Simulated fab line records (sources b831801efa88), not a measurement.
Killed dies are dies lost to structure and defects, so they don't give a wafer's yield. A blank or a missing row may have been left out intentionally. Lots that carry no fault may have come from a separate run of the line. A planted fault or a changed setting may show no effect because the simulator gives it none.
fab line records	flow sky130
record: lots: 12	wafers: 36	last-day: 50
route steps=708 shown FIELD_ISO@14 DNWELL@43 PWDE@49 PAD_OPEN@708
lots that met no fault: taken from a fault-free run of the same line
start-h: hours from the record's first day to the start of the lot's first wafer shown	wait-h: time in hours since the lot's previous step	" repeats the value in the row above	L1.1+2: several wafers, shown together as one row	- value missing, or start not given	* or withheld: withheld	< > ~ a bound
route shown NAME@n: NAME is a module with steps in the file, n the number in the route of the first one	usual: mean/standard deviation of fault-free wafers	same: alike in all rows	chamber/n: place in a boat	sites: readings site by site	_std_site: standard deviation of those values	_edge_site: inner sites' mean taken away from outer sites' mean	radius-mm: for every site, how far away it sits from the centre of the wafer	mask NAME#n: copy n	behind: the last tool/chamber to shape the wafer	hold: cause of the lot's hold/its duration in hours/its outcome	device: transistor that didn't switch, given as n, p or np	end of line: the same wafers' tests at the end of the route	for a step that has no rows: nothing shown but its recipe	killed: dies that structure and defects cost at the first sort, which is not the same as the wafer's yield	map: shows each die of a wafer: x if killed, . if not, _ if none is there
set.NAME: the run value of the setting; set.NAME@STEP: its run value at that earlier step	model.NAME: the simulator's own value behind a step, which no gauge read
route steps across a sampled set of lots; one table per step, one row per wafer
services: from which hour (start-h, from the record's first day; less than 0 if before it) a tool's chamber was out of use, for how many hours, and why
== steps ==
step: SKY_FIELD_ISO_CD_MEAS_13
recipe: target-cd-nm: 150
usual: cd-nm: 150.5/1.6
lot.wafer	tool	chamber	start-h	wait-h	cd-nm
L947.1	cd-sem-02	-	32.99	-	148.5
L947.4	"	-	"	"	149.7
L947.5	"	-	"	"	150.2
L949.1	cd-sem-01	-	46.39	-	152.1
L949.4	"	-	"	"	151.1
L949.5	"	-	"	"	151.3
L950.3	cd-sem-02	-	52.43	-	151.5
L950.4	"	-	"	"	149.3
L950.6	"	-	"	"	150.1
L951.2	cd-sem-02	-	57.31	-	152.1
L951.4	"	-	"	"	152.8
L951.5	"	-	"	"	151.4
L952.1	cd-sem-01	-	61.69	-	150.8
L952.4	"	-	"	"	151.0
L952.5	"	-	"	"	149.3
L955.1	cd-sem-01	-	75.06	-	150.8
L955.5	"	-	"	"	150.7
L955.6	"	-	"	"	150.9
L956.1	cd-sem-01	-	79.49	-	151.8
L956.3	"	-	"	"	150.1
L956.5	"	-	"	"	150.1
L957.1	cd-sem-02	-	86.24	-	152.3
L957.3	"	-	"	"	150.8
L957.4	"	-	"	"	151.3
L958.1	cd-sem-01	-	93.39	-	147.3
L958.2	"	-	"	"	146.2
L958.6	"	-	"	"	150.2
L963.2	cd-sem-02	-	130.58	-	153.0
L963.4	"	-	"	"	153.5
L963.5	"	-	"	"	151.2
L966.2	cd-sem-01	-	136.16	-	150.8
L966.3	"	-	"	"	152.5
L966.5	"	-	"	"	151.7
L967.1	cd-sem-02	-	140.66	-	150.0
L967.2	"	-	"	"	153.6
L967.3	"	-	"	"	151.5
step: SKY_FIELD_ISO_STRIP_16
recipe: chemistry: O2/N2	power-w: 1400	pressure-mtorr: 1500	platen-temp-c: withheld	o2-flow-sccm: 3000	n2-flow-sccm: 300	overash-fraction: 0.5
usual: drypump-motor-current-A: 5.5/0.41	oes-product-au: 0.378/0.0044	strip-time-to-endpoint-s: 3.550/0.029
lot.wafer	tool	chamber	start-h	wait-h	drypump-motor-current-A	oes-product-au	rf-hours-counter-h	strip-time-to-endpoint-s
L947.1	plasma-asher-03	1	33.20	0.0	5.0	0.380	31	3.533
L947.4	"	1	"	"	5.0	0.383	-	3.537
L947.5	"	0	"	"	6.5	0.379	-	3.533
L949.1	plasma-asher-04	1	46.60	0.0	5.7	0.380	40	3.592
L949.4	"	1	"	"	5.7	0.390	-	3.560
L949.5	"	0	"	"	5.1	0.374	-	3.532
L950.3	plasma-asher-02	1	52.64	0.1	5.4	0.383	-	3.560
L950.4	"	0	"	"	5.7	0.375	-	3.554
L950.6	"	1	"	"	5.4	0.372	-	3.639
L951.2	plasma-asher-04	1	57.50	0.0	5.7	0.381	41	3.571
L951.4	"	0	"	"	5.1	0.376	-	3.535
L951.5	"	1	"	"	5.7	0.382	-	3.555
L952.1	plasma-asher-04	1	61.91	0.0	5.7	0.376	41	3.520
L952.4	"	0	"	"	5.1	0.377	-	3.497
L952.5	"	0	"	"	5.1	0.372	-	3.520
L955.1	plasma-asher-02	1	75.28	0.0	5.4	0.383	26	3.563
L955.5	"	0	"	"	5.7	0.382	-	3.520
L955.6	"	1	"	"	5.4	0.379	-	3.611
L956.1	plasma-asher-02	0	79.71	0.0	5.7	0.377	27	3.552
L956.3	"	1	"	"	5.5	0.381	-	3.548
L956.5	"	0	"	"	5.7	0.372	-	3.553
L957.1	plasma-asher-04	0	86.46	0.0	5.1	0.371	44	3.557
L957.3	"	0	"	"	5.1	0.382	-	3.548
L957.4	"	1	"	"	5.7	0.376	-	3.543
L958.1	plasma-asher-02	0	93.61	0.0	5.7	0.380	28	3.576
L958.2	"	1	"	"	5.4	0.380	28	3.573
L958.6	"	0	"	"	5.7	0.382	-	3.605
L963.2	plasma-asher-04	1	130.78	0.0	5.7	0.388	48	3.543
L963.4	"	0	"	"	5.1	0.373	-	3.554
L963.5	"	1	"	"	5.7	0.379	-	3.518
L966.2	plasma-asher-03	0	136.35	0.0	6.5	0.376	42	3.538
L966.3	"	0	"	"	6.5	0.374	-	3.535
L966.5	"	1	"	"	5.0	0.383	-	3.557
L967.1	plasma-asher-03	0	140.88	0.0	6.5	0.380	42	3.523
L967.2	"	1	"	"	5.0	0.377	42	3.541
L967.3	"	1	"	"	5.0	0.382	-	3.589
step: SKY_DNWELL_STRIP_08
recipe: chemistry: O2/N2	power-w: 1400	pressure-mtorr: 1500	platen-temp-c: withheld	o2-flow-sccm: 3000	n2-flow-sccm: 300	overash-fraction: 0.5
usual: drypump-motor-current-A: 5.6/0.54	oes-product-au: 0.723/0.0047	strip-time-to-endpoint-s: 36.94/0.081
lot.wafer	tool	chamber	start-h	wait-h	drypump-motor-current-A	oes-product-au	rf-hours-counter-h	strip-time-to-endpoint-s
L947.1	plasma-asher-03	0	57.06	0.1	6.5	0.723	33	36.81
L947.4	"	0	"	"	6.5	0.718	-	36.79
L947.5	"	1	"	"	5.0	0.718	-	36.85
L949.1	plasma-asher-01	0	69.94	0.1	5.8	0.719	39	37.06
L949.4	"	0	"	"	5.8	0.720	-	36.95
L949.5	"	1	"	"	5.5	0.726	-	36.93
L950.3	plasma-asher-04	0	76.67	0.1	5.1	0.721	-	36.83
L950.4	"	1	"	"	5.7	0.723	-	36.90
L950.6	"	0	"	"	5.1	0.730	-	36.80
L951.2	plasma-asher-03	0	80.80	0.1	6.5	0.717	36	36.87
L951.4	"	0	"	"	6.5	0.720	-	36.92
L951.5	"	1	"	"	5.0	0.719	-	36.86
L952.1	plasma-asher-03	0	86.14	0.1	6.5	0.722	36	37.02
L952.4	"	1	"	"	5.0	0.714	-	36.94
L952.5	"	1	"	"	5.0	0.720	-	36.82
L955.1	plasma-asher-03	0	100.99	0.1	6.5	0.727	38	36.90
L955.5	"	0	"	"	6.5	0.734	-	36.89
L955.6	"	1	"	"	5.0	0.718	-	36.89
L956.1	plasma-asher-01	1	105.74	0.1	5.5	0.713	42	36.94
L956.3	"	0	"	"	5.8	0.725	-	36.99
L956.5	"	0	"	"	5.8	0.726	-	37.05
L957.1	plasma-asher-03	1	110.60	0.1	5.0	0.727	39	36.98
L957.3	"	0	"	"	6.5	0.726	-	36.93
L957.4	"	1	"	"	5.0	0.716	-	36.89
L958.1	plasma-asher-03	0	116.00	0.1	6.5	0.723	39	36.89
L958.2	"	1	"	"	5.0	0.723	39	36.97
L958.6	"	1	"	"	5.0	0.722	-	36.90
L963.2	plasma-asher-01	0	157.31	0.1	5.8	0.728	4	36.93
L963.4	"	0	"	"	5.8	0.721	-	36.98
L963.5	"	0	"	"	5.8	0.724	-	36.92
L966.2	plasma-asher-03	0	162.66	0.1	6.5	0.727	44	36.96
L966.3	"	0	"	"	6.5	0.728	-	36.99
L966.5	"	1	"	"	5.0	0.731	-	37.00
L967.1	plasma-asher-03	0	169.05	0.1	6.5	0.717	44	36.83
L967.2	"	1	"	"	5.0	0.724	44	36.92
L967.3	"	1	"	"	5.0	0.720	-	37.00
step: SKY_PWDE_EXPOSE_04
recipe: mask-id: PWDEM	na: 0.6	source-shape: conventional	sigma-outer: 0.6	polarization: unpolarized	target-cd-nm: 840	dose-mj: 214
lot.wafer	tool	chamber	start-h	wait-h	mask
L947.1+4+5	iline-stepper-02	0	65.87	-	PWDEM#0
L949.1+4+5	iline-stepper-01	0	79.42	-	PWDEM#0
L950.3+4+6	iline-stepper-01	0	84.43	-	PWDEM#0
L951.2+4+5	iline-stepper-02	0	89.14	-	PWDEM#0
L952.1+4+5	iline-stepper-02	0	95.85	-	PWDEM#0
L955.1+5+6	iline-stepper-02	0	109.26	-	DNM#0
L956.1+3+5	iline-stepper-02	0	114.89	-	PWDEM#0
L957.1+3+4	iline-stepper-01	0	119.54	-	PWDEM#0
L958.1+2+6	iline-stepper-01	0	124.41	-	PWDEM#0
L963.2+4+5	iline-stepper-02	0	166.98	-	PWDEM#0
L966.2+3+5	iline-stepper-02	0	173.54	-	PWDEM#0
L967.1+2+3	iline-stepper-02	0	179.50	-	PWDEM#0
step: SKY_PWDE_OVL_MEAS_07
usual: PWDE_OVL: -0.4/1.6
lot.wafer	tool	chamber	start-h	wait-h	PWDE_OVL[nm]
L947.1	overlay-02	-	73.76	-	-2.5
L947.4	"	-	"	"	-2.4
L947.5	"	-	"	"	-2.5
L949.1	overlay-01	-	87.40	-	-0.1
L949.4	"	-	"	"	1.2
L949.5	"	-	"	"	2.6
L950.3	overlay-01	-	92.67	-	2.4
L950.4	"	-	"	"	1.8
L950.6	"	-	"	"	0.8
L951.2	overlay-01	-	98.37	-	-2.9
L951.4	"	-	"	"	-2.5
L951.5	"	-	"	"	-2.5
L952.1	overlay-02	-	104.31	-	0.3
L952.4	"	-	"	"	-2.8
L952.5	"	-	"	"	-1.5
L955.1	overlay-01	-	116.84	-	-
L955.5	"	-	"	"	-
L955.6	"	-	"	"	-
L956.1	overlay-01	-	123.16	-	-0.4
L956.3	"	-	"	"	-1.2
L956.5	"	-	"	"	0.0
L957.1	overlay-01	-	129.24	-	-0.2
L957.3	"	-	"	"	0.3
L957.4	"	-	"	"	-0.6
L958.1	overlay-02	-	134.60	-	-0.7
L958.2	"	-	"	"	1.0
L958.6	"	-	"	"	-1.3
L963.2	overlay-02	-	177.15	-	-1.5
L963.4	"	-	"	"	0.2
L963.5	"	-	"	"	0.8
L966.2	overlay-02	-	183.09	-	0.4
L966.3	"	-	"	"	-2.3
L966.5	"	-	"	"	-1.6
L967.1	overlay-02	-	189.54	-	-0.5
L967.2	"	-	"	"	-3.1
L967.3	"	-	"	"	-0.7
step: SKY_PWDE_TW_MEAS_10
usual: PWDE_TW: 372/4.7
lot.wafer	tool	chamber	start-h	wait-h	PWDE_TW
L947.1	film-metro-03	-	74.05	0.1	375
L947.4	"	-	"	"	376
L947.5	"	-	"	"	375
L949.1	film-metro-04	-	87.68	0.1	366
L949.4	"	-	"	"	367
L949.5	"	-	"	"	368
L950.3	film-metro-04	-	92.97	0.1	368
L950.4	"	-	"	"	366
L950.6	"	-	"	"	365
L951.2	film-metro-03	-	98.66	0.1	378
L951.4	"	-	"	"	379
L951.5	"	-	"	"	376
L952.1	film-metro-03	-	104.60	0.1	373
L952.4	"	-	"	"	377
L952.5	"	-	"	"	378
L955.1	film-metro-02	-	117.12	0.1	30
L955.5	"	-	"	"	30
L955.6	"	-	"	"	30
L956.1	film-metro-04	-	123.45	0.1	369
L956.3	"	-	"	"	367
L956.5	"	-	"	"	368
L957.1	film-metro-04	-	129.52	0.1	367
L957.3	"	-	"	"	366
L957.4	"	-	"	"	366
L958.1	film-metro-02	-	134.88	0.1	373
L958.2	"	-	"	"	373
L958.6	"	-	"	"	373
L963.2	film-metro-04	-	177.44	0.1	368
L963.4	"	-	"	"	367
L963.5	"	-	"	"	367
L966.2	film-metro-04	-	183.38	0.1	368
L966.3	"	-	"	"	368
L966.5	"	-	"	"	367
L967.1	film-metro-02	-	189.82	0.1	372
L967.2	"	-	"	"	375
L967.3	"	-	"	"	373
step: SKY_PAD_OPEN_PROBE_99
usual: killed_at_M0_to_M3: 44/6.9	killed_at_M4_up: 3.3/1.8	killed-at-contacts: 24/5	killed-at-front-end: 16/4.6	killed-at-other: 0.2/0.42	killed-dies: 88/9.2	killed-on-rim: 17/3.5	killed-open: 48/7.3	killed-short: 40/6.5
same: gross-dies: 492	killed-at-back-side: 0
lot.wafer	tool	chamber	start-h	wait-h	killed_at_M0_to_M3	killed_at_M4_up	killed-at-contacts	killed-at-front-end	killed-at-other	killed-dies	killed-on-rim	killed-open	killed-short
L955.1	prober-02	-	1130.22	0.1	54	2	24	411	1	492	96	50	45
L955.5	prober-02	-	1130.42	0.2	49	3	32	407	1	492	96	48	46
L955.6	prober-02	-	1130.47	0.2	38	1	32	420	1	492	96	50	45
killed by level:class
L955.1 PWDE:area-expose=395 VIA1:geometric-particle:short=11 VIA1:geometric-particle:open=11 VIA2:geometric-particle:open=10 CONTACT:geometric-particle:open=9 METAL2:geometric-particle:short=9 FIELD_ISO:geometric-particle:open=4 POLY_GATE:geometric-particle:open=4
L955.5 PWDE:area-expose=396 VIA1:geometric-particle:open=13 CONTACT:geometric-particle:open=10 VIA2:geometric-particle:open=7 LI_CONTACT:geometric-particle:open=6 LOCAL_INTERCONNECT:geometric-particle:short=6 CONTACT:geometric-particle:short=6 METAL1:geometric-particle:short=6
L955.6 PWDE:area-expose=397 LI_CONTACT:geometric-particle:open=12 VIA3:geometric-particle:open=8 LOCAL_INTERCONNECT:geometric-particle:short=8 FIELD_ISO:geometric-particle:open=6 VIA1:geometric-particle:open=6 METAL1:geometric-particle:short=5 VIA1:geometric-particle:short=5
== services ==
tool	chamber	start-h	hours	kind
plasma-asher-01	-	21.31	2.8	pm
iline-stepper-02	-	38.59	1.7	pm
iline-stepper-01	0	59.62	-	calibration
plasma-asher-03	-	80.19	0.3	repair
plasma-asher-01	-	108.75	9.0	pm
plasma-asher-01	0	108.75	9.0	vent-cycle
plasma-asher-01	1	108.75	9.0	vent-cycle
iline-stepper-02	-	116.97	11.8	repair
plasma-asher-01	0	117.75	-	clean
plasma-asher-01	1	117.75	-	clean
plasma-asher-02	-	120.56	6.3	repair
plasma-asher-03	-	126.28	1.9	repair
plasma-asher-01	-	135.47	1.9	repair
iline-stepper-01	-	141.27	1.7	pm
plasma-asher-03	-	141.47	4.1	repair
plasma-asher-04	-	179.45	3.2	repair
== key ==
first-sign: step: SKY_PWDE_EXPOSE_04	reading: mask	direction: changed
effect: step: SKY_PWDE_OVL_MEAS_07	reading: PWDE_OVL	direction: missing
effect: step: SKY_PWDE_TW_MEAS_10	reading: PWDE_TW	direction: down	sigmas: 73	usual: 372	struck: 30
effect: step: SKY_PAD_OPEN_PROBE_99	reading: killed-at-front-end	direction: up	sigmas: 86	usual: 16	struck: 413
more-kills-born-at: SKY_PWDE_EXPOSE_04@iline-stepper-02: 1188
met-at SKY_PWDE_EXPOSE_04
struck-lots L955
tester-left-out L955
not-acting-at SKY_FIELD_ISO_CD_MEAS_13,SKY_FIELD_ISO_STRIP_16,SKY_DNWELL_STRIP_08
onset-between 95.85 109.26
fault: kind: wrong-mask	tool: any	chamber: -	onset-h: 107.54	steps: SKY_PWDE_EXPOSE_04	aux-copy: DNM#0	scope: struck-lots-only
tester-left-out: of these lots the tester's yield and bins aren't shown, on N5 and GAA mostly nor the transistor test; their killed dies are dies lost to structure and defects alone, not to doping, threshold or leakage, so they don't give the yield
